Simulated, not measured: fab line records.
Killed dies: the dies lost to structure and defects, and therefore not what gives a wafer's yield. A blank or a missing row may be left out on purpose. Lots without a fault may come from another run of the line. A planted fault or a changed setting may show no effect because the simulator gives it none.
fab line records / flow sky130 / part 2 of 2: steps 32 to 40 of 40
record: lots: 5 wafers: 15 lastDay: 49
route steps=708 shown METAL1@443 VIA1@458
lots that met no fault: taken from a fault-free run of the same line
startH: hours from the record's opening day to when the first of the lot's shown wafers began / waitH: hours since the lot's step before / " repeats the value in the row above / L1.1+2: a row that stands for several wafers / - no value, or no start was given / * or withheld: withheld / < > ~ a bound
route shown NAME@n: names a module that has steps shown in the file, with the first one's number in the route / usual: mean/standard deviation of fault-free wafers / same: alike in all rows / chamber/n: place in a boat / sites: the reading at each site / _std_site: the values' standard deviation / _edge_site: mean of outer sites minus mean of inner sites / radiusMm: for every site, how far away it sits from the centre of the wafer / mask NAME#n: copy n / behind: the tool/chamber that last shaped the wafer / hold: why the lot went on hold/how many hours it stayed there/how the hold came to an end / device: whichever transistor did not switch (one of n, p or np) / end of line: tests of these same wafers at the route's end / a step with no rows: only its recipe / killed: not the wafer's yield, but the dies lost to structure and defects at the first sort / map: per-die view of a wafer (x killed, . not killed, _ where there is no die)
set.NAME: the setting as run; set.NAME@STEP: as run at that earlier step / model.NAME: the simulator's own value behind a step, which no gauge read
lots at selected steps of the route; one table per step, one row per wafer
services: the hour from which a tool's chamber was out of use, counted from the record's first day as startH (under 0 if before that day), plus the number of hours and why
== steps ==
step: SKY_VIA1_STRIP_16
recipe: chemistry: O2/N2 powerW: 1400 pressureMtorr: 1500 platenTempC: withheld o2FlowSccm: 3000 n2FlowSccm: 300 overashFraction: 0.5
usual: drypumpMotorCurrentA: 5.8/0.52 o2FlowSccm: 3000/9.2 oesProductAu: 0.417/0.0045 stripTimeToEndpointS: 4.475/0.022
lot.wafer=L081.1 tool=plasmaAsher-01 chamber=0 startH=839.97 waitH=0.0 drypumpMotorCurrentA=5.3 o2FlowSccm=2987 oesProductAu=0.408 rfHoursCounterH=40 stripTimeToEndpointS=4.484
lot.wafer=L081.4 tool=plasmaAsher-01 chamber=0 startH=839.97 waitH=0.0 drypumpMotorCurrentA=5.3 o2FlowSccm=3009 oesProductAu=0.421 rfHoursCounterH=- stripTimeToEndpointS=4.497
lot.wafer=L081.5 tool=plasmaAsher-01 chamber=1 startH=839.97 waitH=0.0 drypumpMotorCurrentA=5.6 o2FlowSccm=2988 oesProductAu=0.418 rfHoursCounterH=- stripTimeToEndpointS=4.482
lot.wafer=L080.1 tool=plasmaAsher-03 chamber=1 startH=842.49 waitH=0.0 drypumpMotorCurrentA=5.6 o2FlowSccm=2991 oesProductAu=0.417 rfHoursCounterH=101 stripTimeToEndpointS=4.485
lot.wafer=L080.5 tool=plasmaAsher-03 chamber=1 startH=842.49 waitH=0.0 drypumpMotorCurrentA=5.5 o2FlowSccm=2992 oesProductAu=0.417 rfHoursCounterH=- stripTimeToEndpointS=4.485
lot.wafer=L080.6 tool=plasmaAsher-03 chamber=0 startH=842.49 waitH=0.0 drypumpMotorCurrentA=6.7 o2FlowSccm=3019 oesProductAu=0.423 rfHoursCounterH=- stripTimeToEndpointS=4.473
lot.wafer=L082.1 tool=plasmaAsher-03 chamber=1 startH=853.12 waitH=0.0 drypumpMotorCurrentA=5.5 o2FlowSccm=2993 oesProductAu=0.412 rfHoursCounterH=101 stripTimeToEndpointS=4.485
lot.wafer=L082.4 tool=plasmaAsher-03 chamber=0 startH=853.12 waitH=0.0 drypumpMotorCurrentA=6.6 o2FlowSccm=3021 oesProductAu=0.420 rfHoursCounterH=- stripTimeToEndpointS=4.475
lot.wafer=L082.6 tool=plasmaAsher-03 chamber=1 startH=853.12 waitH=0.0 drypumpMotorCurrentA=5.5 o2FlowSccm=2998 oesProductAu=0.414 rfHoursCounterH=- stripTimeToEndpointS=4.466
lot.wafer=L088.1 tool=plasmaAsher-01 chamber=0 startH=900.17 waitH=0.0 drypumpMotorCurrentA=5.3 o2FlowSccm=2992 oesProductAu=0.417 rfHoursCounterH=47 stripTimeToEndpointS=4.465
lot.wafer=L088.4 tool=plasmaAsher-01 chamber=1 startH=900.17 waitH=0.0 drypumpMotorCurrentA=5.6 o2FlowSccm=3015 oesProductAu=0.413 rfHoursCounterH=- stripTimeToEndpointS=4.476
lot.wafer=L088.6 tool=plasmaAsher-01 chamber=1 startH=900.17 waitH=0.0 drypumpMotorCurrentA=5.6 o2FlowSccm=3016 oesProductAu=0.418 rfHoursCounterH=- stripTimeToEndpointS=4.464
lot.wafer=L091.1 tool=plasmaAsher-01 chamber=1 startH=920.92 waitH=0.0 drypumpMotorCurrentA=5.6 o2FlowSccm=3012 oesProductAu=0.418 rfHoursCounterH=49 stripTimeToEndpointS=4.477
lot.wafer=L091.3 tool=plasmaAsher-01 chamber=1 startH=920.92 waitH=0.0 drypumpMotorCurrentA=5.6 o2FlowSccm=3021 oesProductAu=0.423 rfHoursCounterH=- stripTimeToEndpointS=4.472
lot.wafer=L091.5 tool=plasmaAsher-01 chamber=1 startH=920.92 waitH=0.0 drypumpMotorCurrentA=5.6 o2FlowSccm=3001 oesProductAu=0.421 rfHoursCounterH=- stripTimeToEndpointS=4.468
step: SKY_VIA1_STRIP_17
recipe: chemistry: postEtchResidueRemover timeS: 1200 tempC: 72.5
usual: bathHeatDutyPct: 14.4/1.4
same: timeS: 1200
lot.wafer=L081.1 tool=wetBench-01 chamber=3 startH=840.07 waitH=0.1 bathHeatDutyPct=16.2
lot.wafer=L081.4 tool=wetBench-01 chamber=3 startH=840.07 waitH=0.1 bathHeatDutyPct=17.7
lot.wafer=L081.5 tool=wetBench-01 chamber=3 startH=840.07 waitH=0.1 bathHeatDutyPct=17.4
lot.wafer=L080.1 tool=wetBench-02 chamber=2 startH=842.59 waitH=0.1 bathHeatDutyPct=14.7
lot.wafer=L080.5 tool=wetBench-02 chamber=2 startH=842.59 waitH=0.1 bathHeatDutyPct=15.0
lot.wafer=L080.6 tool=wetBench-02 chamber=2 startH=842.59 waitH=0.1 bathHeatDutyPct=14.9
lot.wafer=L082.1 tool=wetBench-02 chamber=1 startH=853.22 waitH=0.1 bathHeatDutyPct=14.1
lot.wafer=L082.4 tool=wetBench-02 chamber=1 startH=853.22 waitH=0.1 bathHeatDutyPct=14.7
lot.wafer=L082.6 tool=wetBench-02 chamber=1 startH=853.22 waitH=0.1 bathHeatDutyPct=14.0
lot.wafer=L088.1 tool=wetBench-01 chamber=1 startH=900.28 waitH=0.1 bathHeatDutyPct=13.5
lot.wafer=L088.4 tool=wetBench-01 chamber=1 startH=900.28 waitH=0.1 bathHeatDutyPct=12.2
lot.wafer=L088.6 tool=wetBench-01 chamber=1 startH=900.28 waitH=0.1 bathHeatDutyPct=13.5
lot.wafer=L091.1 tool=wetBench-02 chamber=1 startH=921.02 waitH=0.1 bathHeatDutyPct=12.2
lot.wafer=L091.3 tool=wetBench-02 chamber=1 startH=921.02 waitH=0.1 bathHeatDutyPct=13.9
lot.wafer=L091.5 tool=wetBench-02 chamber=1 startH=921.02 waitH=0.1 bathHeatDutyPct=14.6
step: SKY_VIA1_CLEAN_18
recipe: chemistry: IPA timeS: 180 tempC: 25
usual: bathHeatDutyPct: 6.3/0.79
same: timeS: 180
lot.wafer=L081.1 tool=wetBench-02 chamber=2 startH=840.41 waitH=0.0 bathHeatDutyPct=6.8
lot.wafer=L081.4 tool=wetBench-02 chamber=2 startH=840.41 waitH=0.0 bathHeatDutyPct=6.4
lot.wafer=L081.5 tool=wetBench-02 chamber=2 startH=840.41 waitH=0.0 bathHeatDutyPct=6.7
lot.wafer=L080.1 tool=wetBench-01 chamber=0 startH=842.97 waitH=0.0 bathHeatDutyPct=5.8
lot.wafer=L080.5 tool=wetBench-01 chamber=0 startH=842.97 waitH=0.0 bathHeatDutyPct=7.1
lot.wafer=L080.6 tool=wetBench-01 chamber=0 startH=842.97 waitH=0.0 bathHeatDutyPct=6.3
lot.wafer=L082.1 tool=wetBench-02 chamber=1 startH=853.56 waitH=0.0 bathHeatDutyPct=6.1
lot.wafer=L082.4 tool=wetBench-02 chamber=1 startH=853.56 waitH=0.0 bathHeatDutyPct=6.6
lot.wafer=L082.6 tool=wetBench-02 chamber=1 startH=853.56 waitH=0.0 bathHeatDutyPct=5.3
lot.wafer=L088.1 tool=wetBench-02 chamber=2 startH=900.62 waitH=0.0 bathHeatDutyPct=6.4
lot.wafer=L088.4 tool=wetBench-02 chamber=2 startH=900.62 waitH=0.0 bathHeatDutyPct=6.9
lot.wafer=L088.6 tool=wetBench-02 chamber=2 startH=900.62 waitH=0.0 bathHeatDutyPct=5.7
lot.wafer=L091.1 tool=wetBench-01 chamber=2 startH=921.40 waitH=0.0 bathHeatDutyPct=6.1
lot.wafer=L091.3 tool=wetBench-01 chamber=2 startH=921.40 waitH=0.0 bathHeatDutyPct=6.1
lot.wafer=L091.5 tool=wetBench-01 chamber=2 startH=921.40 waitH=0.0 bathHeatDutyPct=6.1
step: SKY_VIA1_CLEAN_19
recipe: chemistry: O3/DIW dry: n2Spin
lot.wafer=L081.1+4+5 tool=wetBench-02 chamber=0 startH=840.48 waitH=0.0
lot.wafer=L080.1+5+6 tool=wetBench-02 chamber=0 startH=843.03 waitH=0.0
lot.wafer=L082.1+4+6 tool=wetBench-02 chamber=1 startH=853.62 waitH=0.0
lot.wafer=L088.1+4+6 tool=wetBench-01 chamber=2 startH=900.68 waitH=0.0
lot.wafer=L091.1+3+5 tool=wetBench-02 chamber=0 startH=921.45 waitH=0.0
step: SKY_VIA1_SPUTTER_20
recipe: material: TiN targetThkNm: 20 chamberPressurePa: 5 powerW: 4000 timeS: 80
usual: throttleValvePct: 30.1/1.1
same: timeS: 80
lot.wafer=L081.1 tool=pvdSputter-02 chamber=- startH=840.58 waitH=0.0 throttleValvePct=28.5
lot.wafer=L081.4 tool=pvdSputter-02 chamber=- startH=840.58 waitH=0.0 throttleValvePct=29.6
lot.wafer=L081.5 tool=pvdSputter-02 chamber=- startH=840.58 waitH=0.0 throttleValvePct=29.7
lot.wafer=L080.1 tool=pvdSputter-03 chamber=- startH=843.13 waitH=0.0 throttleValvePct=31.8
lot.wafer=L080.5 tool=pvdSputter-03 chamber=- startH=843.13 waitH=0.0 throttleValvePct=30.2
lot.wafer=L080.6 tool=pvdSputter-03 chamber=- startH=843.13 waitH=0.0 throttleValvePct=31.5
lot.wafer=L082.1 tool=pvdSputter-02 chamber=- startH=853.71 waitH=0.0 throttleValvePct=28.2
lot.wafer=L082.4 tool=pvdSputter-02 chamber=- startH=853.71 waitH=0.0 throttleValvePct=30.0
lot.wafer=L082.6 tool=pvdSputter-02 chamber=- startH=853.71 waitH=0.0 throttleValvePct=29.7
lot.wafer=L088.1 tool=pvdSputter-04 chamber=- startH=900.77 waitH=0.0 throttleValvePct=29.4
lot.wafer=L088.4 tool=pvdSputter-04 chamber=- startH=900.77 waitH=0.0 throttleValvePct=30.3
lot.wafer=L088.6 tool=pvdSputter-04 chamber=- startH=900.77 waitH=0.0 throttleValvePct=29.5
lot.wafer=L091.1 tool=pvdSputter-04 chamber=- startH=921.55 waitH=0.0 throttleValvePct=30.1
lot.wafer=L091.3 tool=pvdSputter-04 chamber=- startH=921.55 waitH=0.0 throttleValvePct=30.4
lot.wafer=L091.5 tool=pvdSputter-04 chamber=- startH=921.55 waitH=0.0 throttleValvePct=29.7
step: SKY_VIA1_CVD_21
recipe: material: W targetThkNm: 270 timeS: 80.902 tempC: 400 pressureTorr: 40
usual: heaterPowerW: 799/36
same: timeS: 80.902
lot.wafer=L081.1 tool=cvdW-01 chamber=1 startH=840.64 waitH=0.0 heaterPowerW=852 sinceWetCleanH=437
lot.wafer=L081.4 tool=cvdW-01 chamber=1 startH=840.64 waitH=0.0 heaterPowerW=824 sinceWetCleanH=-
lot.wafer=L081.5 tool=cvdW-01 chamber=1 startH=840.64 waitH=0.0 heaterPowerW=843 sinceWetCleanH=-
lot.wafer=L080.1 tool=cvdW-01 chamber=1 startH=843.19 waitH=0.0 heaterPowerW=828 sinceWetCleanH=439
lot.wafer=L080.5 tool=cvdW-01 chamber=1 startH=843.19 waitH=0.0 heaterPowerW=844 sinceWetCleanH=-
lot.wafer=L080.6 tool=cvdW-01 chamber=1 startH=843.19 waitH=0.0 heaterPowerW=822 sinceWetCleanH=-
lot.wafer=L082.1 tool=cvdW-02 chamber=1 startH=853.77 waitH=0.0 heaterPowerW=826 sinceWetCleanH=950
lot.wafer=L082.4 tool=cvdW-02 chamber=0 startH=853.77 waitH=0.0 heaterPowerW=797 sinceWetCleanH=-
lot.wafer=L082.6 tool=cvdW-02 chamber=0 startH=853.77 waitH=0.0 heaterPowerW=798 sinceWetCleanH=-
lot.wafer=L088.1 tool=cvdW-02 chamber=0 startH=900.83 waitH=0.0 heaterPowerW=810 sinceWetCleanH=997
lot.wafer=L088.4 tool=cvdW-02 chamber=1 startH=900.83 waitH=0.0 heaterPowerW=828 sinceWetCleanH=-
lot.wafer=L088.6 tool=cvdW-02 chamber=0 startH=900.83 waitH=0.0 heaterPowerW=800 sinceWetCleanH=-
lot.wafer=L091.1 tool=cvdW-02 chamber=0 startH=921.61 waitH=0.0 heaterPowerW=752 sinceWetCleanH=3
lot.wafer=L091.3 tool=cvdW-02 chamber=1 startH=921.61 waitH=0.0 heaterPowerW=768 sinceWetCleanH=-
lot.wafer=L091.5 tool=cvdW-02 chamber=0 startH=921.61 waitH=0.0 heaterPowerW=733 sinceWetCleanH=-
step: SKY_VIA1_RS_MEAS_22
recipe: thkMeasGauge: four-point-probe reads: W_of_VIA1_CVD_21+TiN_of_VIA1_SPUTTER_20
usual: VIA1_W_RS: 0.427/0.0045
lot.wafer=L081.1 tool=filmMetro-03 chamber=- startH=840.82 waitH=0.2 VIA1_W_RS[ohm/sq]=0.428
lot.wafer=L081.4 tool=filmMetro-03 chamber=- startH=840.82 waitH=0.2 VIA1_W_RS[ohm/sq]=0.429
lot.wafer=L081.5 tool=filmMetro-03 chamber=- startH=840.82 waitH=0.2 VIA1_W_RS[ohm/sq]=0.422
lot.wafer=L080.1 tool=filmMetro-03 chamber=- startH=843.37 waitH=0.2 VIA1_W_RS[ohm/sq]=0.425
lot.wafer=L080.5 tool=filmMetro-03 chamber=- startH=843.37 waitH=0.2 VIA1_W_RS[ohm/sq]=0.423
lot.wafer=L080.6 tool=filmMetro-03 chamber=- startH=843.37 waitH=0.2 VIA1_W_RS[ohm/sq]=0.430
lot.wafer=L082.1 tool=filmMetro-03 chamber=- startH=853.87 waitH=0.1 VIA1_W_RS[ohm/sq]=0.431
lot.wafer=L082.4 tool=filmMetro-03 chamber=- startH=853.87 waitH=0.1 VIA1_W_RS[ohm/sq]=0.427
lot.wafer=L082.6 tool=filmMetro-03 chamber=- startH=853.87 waitH=0.1 VIA1_W_RS[ohm/sq]=0.433
lot.wafer=L088.1 tool=filmMetro-03 chamber=- startH=900.92 waitH=0.1 VIA1_W_RS[ohm/sq]=0.434
lot.wafer=L088.4 tool=filmMetro-03 chamber=- startH=900.92 waitH=0.1 VIA1_W_RS[ohm/sq]=0.429
lot.wafer=L088.6 tool=filmMetro-03 chamber=- startH=900.92 waitH=0.1 VIA1_W_RS[ohm/sq]=0.431
lot.wafer=L091.1 tool=filmMetro-01 chamber=- startH=921.71 waitH=0.1 VIA1_W_RS[ohm/sq]=0.420
lot.wafer=L091.3 tool=filmMetro-01 chamber=- startH=921.71 waitH=0.1 VIA1_W_RS[ohm/sq]=0.428
lot.wafer=L091.5 tool=filmMetro-01 chamber=- startH=921.71 waitH=0.1 VIA1_W_RS[ohm/sq]=0.421
step: SKY_VIA1_THK_MEAS_23
recipe: thkMeasGauge: xrf reads: W_of_VIA1_CVD_21
usual: VIA1_W_THK: 274/3.4
lot.wafer=L081.1 tool=filmMetro-03 chamber=- startH=840.94 waitH=0.1 VIA1_W_THK[nm]=275
lot.wafer=L081.4 tool=filmMetro-03 chamber=- startH=840.94 waitH=0.1 VIA1_W_THK[nm]=272
lot.wafer=L081.5 tool=filmMetro-03 chamber=- startH=840.94 waitH=0.1 VIA1_W_THK[nm]=278
lot.wafer=L080.1 tool=filmMetro-03 chamber=- startH=843.49 waitH=0.1 VIA1_W_THK[nm]=275
lot.wafer=L080.5 tool=filmMetro-03 chamber=- startH=843.49 waitH=0.1 VIA1_W_THK[nm]=277
lot.wafer=L080.6 tool=filmMetro-03 chamber=- startH=843.49 waitH=0.1 VIA1_W_THK[nm]=270
lot.wafer=L082.1 tool=filmMetro-03 chamber=- startH=853.99 waitH=0.1 VIA1_W_THK[nm]=272
lot.wafer=L082.4 tool=filmMetro-03 chamber=- startH=853.99 waitH=0.1 VIA1_W_THK[nm]=275
lot.wafer=L082.6 tool=filmMetro-03 chamber=- startH=853.99 waitH=0.1 VIA1_W_THK[nm]=270
lot.wafer=L088.1 tool=filmMetro-03 chamber=- startH=901.04 waitH=0.1 VIA1_W_THK[nm]=267
lot.wafer=L088.4 tool=filmMetro-03 chamber=- startH=901.04 waitH=0.1 VIA1_W_THK[nm]=269
lot.wafer=L088.6 tool=filmMetro-03 chamber=- startH=901.04 waitH=0.1 VIA1_W_THK[nm]=270
lot.wafer=L091.1 tool=filmMetro-01 chamber=- startH=921.83 waitH=0.1 VIA1_W_THK[nm]=280
lot.wafer=L091.3 tool=filmMetro-01 chamber=- startH=921.83 waitH=0.1 VIA1_W_THK[nm]=276
lot.wafer=L091.5 tool=filmMetro-01 chamber=- startH=921.83 waitH=0.1 VIA1_W_THK[nm]=279
step: SKY_VIA1_CMP_24
recipe: stopOn: SiO2 tOverpolishS: 15 downForcePsi: 3.5 platenRpm: 60 targetThkNm: 0 padVelocityMS: 0.94248
usual: motorCurrentA: 10.6/0.77 overpolishRunS: 15.001/0.0092 timeToEndpointS: 65.8/2.8
same: tOverpolishS: 15
lot.wafer=L081.1 tool=cmp-02 chamber=1 startH=841.07 waitH=0.1 motorCurrentA=11.2 overpolishRunS=14.993 timeToEndpointS=65.5
lot.wafer=L081.4 tool=cmp-02 chamber=2 startH=841.07 waitH=0.1 motorCurrentA=10.5 overpolishRunS=15.006 timeToEndpointS=68.0
lot.wafer=L081.5 tool=cmp-02 chamber=1 startH=841.07 waitH=0.1 motorCurrentA=11.6 overpolishRunS=15.008 timeToEndpointS=69.2
lot.wafer=L080.1 tool=cmp-02 chamber=0 startH=843.70 waitH=0.2 motorCurrentA=10.1 overpolishRunS=14.997 timeToEndpointS=71.9
lot.wafer=L080.5 tool=cmp-02 chamber=1 startH=843.70 waitH=0.2 motorCurrentA=11.6 overpolishRunS=15.001 timeToEndpointS=70.3
lot.wafer=L080.6 tool=cmp-02 chamber=2 startH=843.70 waitH=0.2 motorCurrentA=11.5 overpolishRunS=14.998 timeToEndpointS=67.8
lot.wafer=L082.4 tool=cmp-01 chamber=2 startH=854.05 waitH=0.0 motorCurrentA=11.8 overpolishRunS=15.003 timeToEndpointS=62.8
lot.wafer=L082.1 tool=cmp-01 chamber=3 startH=854.05 waitH=0.0 motorCurrentA=11.3 overpolishRunS=15.003 timeToEndpointS=64.5
lot.wafer=L082.6 tool=cmp-01 chamber=2 startH=854.05 waitH=0.0 motorCurrentA=11.2 overpolishRunS=14.997 timeToEndpointS=61.2
lot.wafer=L088.4 tool=cmp-02 chamber=0 startH=901.39 waitH=0.3 motorCurrentA=10.0 overpolishRunS=14.992 timeToEndpointS=67.0
lot.wafer=L088.1 tool=cmp-02 chamber=2 startH=901.39 waitH=0.3 motorCurrentA=11.0 overpolishRunS=14.990 timeToEndpointS=66.4
lot.wafer=L088.6 tool=cmp-02 chamber=0 startH=901.39 waitH=0.3 motorCurrentA=9.9 overpolishRunS=14.984 timeToEndpointS=69.6
lot.wafer=L091.3 tool=cmp-02 chamber=2 startH=921.94 waitH=0.1 motorCurrentA=10.5 overpolishRunS=15.014 timeToEndpointS=69.7
lot.wafer=L091.1 tool=cmp-02 chamber=0 startH=921.94 waitH=0.1 motorCurrentA=9.3 overpolishRunS=14.990 timeToEndpointS=71.8
lot.wafer=L091.5 tool=cmp-02 chamber=2 startH=921.94 waitH=0.1 motorCurrentA=11.4 overpolishRunS=15.001 timeToEndpointS=69.4
== services ==
tool=cmp-02 chamber=- startH=782.75 hours=1.2 kind=repair
tool=rieMetal-03 chamber=1 startH=788.59 hours=12.4 kind=repair
tool=hdpcvd-01 chamber=1 startH=794.70 hours=7.3 kind=repair
tool=cvdW-02 chamber=- startH=797.33 hours=1.4 kind=repair
tool=krfScanner-02 chamber=- startH=797.88 hours=3.0 kind=pm
tool=cmp-01 chamber=- startH=801.32 hours=4.3 kind=repair
tool=hdpcvd-01 chamber=- startH=808.34 hours=1.0 kind=repair
tool=plasmaAsher-03 chamber=- startH=809.57 hours=1.3 kind=repair
tool=cvdW-02 chamber=0 startH=811.18 hours=2.8 kind=repair
tool=krfScanner-01 chamber=- startH=814.29 hours=1.0 kind=pm
tool=plasmaAsher-01 chamber=- startH=818.40 hours=0.4 kind=repair
tool=cvdW-02 chamber=- startH=821.80 hours=0.6 kind=repair
tool=rieDiel-04 chamber=- startH=823.39 hours=2.8 kind=pm
tool=cvdW-02 chamber=0 startH=826.40 hours=4.9 kind=repair
tool=cmp-01 chamber=- startH=838.50 hours=3.7 kind=repair
tool=krfScanner-02 chamber=- startH=848.51 hours=1.0 kind=pm
tool=cmp-02 chamber=- startH=848.53 hours=23.0 kind=pm
tool=krfScanner-01 chamber=- startH=862.29 hours=0.8 kind=pm
tool=plasmaAsher-01 chamber=- startH=883.40 hours=2.1 kind=repair
tool=wetBench-02 chamber=- startH=891.48 hours=1.9 kind=pm
tool=plasmaAsher-03 chamber=- startH=898.01 hours=3.7 kind=repair
tool=cmp-01 chamber=- startH=899.16 hours=3.7 kind=pm
tool=hdpcvd-01 chamber=1 startH=910.61 hours=12.5 kind=repair
tool=cmp-01 chamber=- startH=912.00 hours=4.0 kind=pm
